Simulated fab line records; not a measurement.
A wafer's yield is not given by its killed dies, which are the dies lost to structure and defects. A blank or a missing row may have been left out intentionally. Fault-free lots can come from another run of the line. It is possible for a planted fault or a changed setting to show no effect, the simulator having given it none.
Problem report, 8D (eight disciplines) form, completed by code    flow sky130    the parts of the form that need people (team, actions taken, sign-off) are left out

## 1. WHAT IS WRONG
At SKY_METAL2_CD_MEAS_15, cdNm averages 101.0 nm over 6 wafers from 2 lots, while fault-free wafers read 140.2 nm, standard deviation 1.7. That puts it -23 standard deviations away from the usual mean.
The step: target cd 140 nm.
First observed at day 40 00:49: wafer L104.1, on cdSem-01. The record holds 30 wafers of 10 lots with a number at this step. Rule for "out" (also "out of limits"): further than 4 standard deviations from the usual mean. The rest of the wafers with a number are treated as sound.

## 2. WHAT IT IS, WHAT IT ISN'T
question                     is                      is not
which readings at this step  cdNm                    -
which lots                   L104, L105              L100, L109, L111, L113, L991, L992, L993, L995
which wafers of those lots   all that have a number  -
read on which gauges         cdSem-01, cdSem-02      -
when                         from day 40 00:49       up to then (15 sound wafers); but 9 sound wafers of L109, L111, L113 came after

## 3. WHAT RULES OUT EACH SUSPECT
Counting: any tool at a process step up to the reading is kept as a suspect provided that every lot that is out went through it and no sound lot did after the first of them.
- the gauge at SKY_METAL2_CD_MEAS_15 is ruled out. 2 gauges (cdSem-01, cdSem-02) read the wafers that are out.
- krfScanner-01 at SKY_METAL2_EXPOSE_12 (exposes mask MM2, target cd 140 nm): kept. All lots that are out passed through it, beginning with L104 at day 39 11:29, and no sound lot followed; its final sound lot before that point was L100 at day 38 05:11.
After counting, what remains is krfScanner-01 at SKY_METAL2_EXPOSE_12.

## 4. THE CAUSE (what the simulator had put in)
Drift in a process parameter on krfScanner-01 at SKY_METAL2_EXPOSE_12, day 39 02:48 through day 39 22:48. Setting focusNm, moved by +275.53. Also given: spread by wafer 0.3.
The count eliminated every tool but this one.

## 5. SEQUENCE OF EFFECTS, ordered by route
Each row: a reading whose mean over the struck wafers that have a number lies more than 3 standard deviations from the usual. Only readings whose record carries a usual standard deviation are examined. hours: median over the lots of the time between each lot's start at the first step of this table that gives one and its start at this step. sigmas: the change, counted in usual standard deviations.
hours  step                   reading              usual     on struck wafers  change  sigmas
0      SKY_METAL2_CD_MEAS_15  cdNm                 140.2 nm  101.0             -39.2   -23
230    SKY_PAD_OPEN_PROBE_99  defectLimitedYield   82.3 %    26.7              -55.6   -26
230    SKY_PAD_OPEN_PROBE_99  killed_at_M0_to_M3   44        311               +267    +37
230    SKY_PAD_OPEN_PROBE_99  killedDies           87        360               +274    +27
230    SKY_PAD_OPEN_PROBE_99  killedOnRim          17        70                +53     +14
230    SKY_PAD_OPEN_PROBE_99  sort_bin_5_function  10.5 %    65.0              +54.5   +34
230    SKY_PAD_OPEN_PROBE_99  sortNPass            405       132               -274    -27
230    SKY_PAD_OPEN_PROBE_99  sortYieldPct         82.3 %    26.7              -55.6   -26
The process steps in it:
- SKY_PAD_OPEN_PROBE_99

## 6. HOW IT WOULD HAVE BEEN CAUGHT EARLIER
The first out-of-limits reading at a measuring or inspecting step in this record came at day 40 00:49, 22 hours after the fault's start at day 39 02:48.
The start of SKY_METAL2_EXPOSE_12 on krfScanner-01 came by day 40 00:49 for every one of the lots that are out (2). A hold on the tool at that time would have spared none of them.
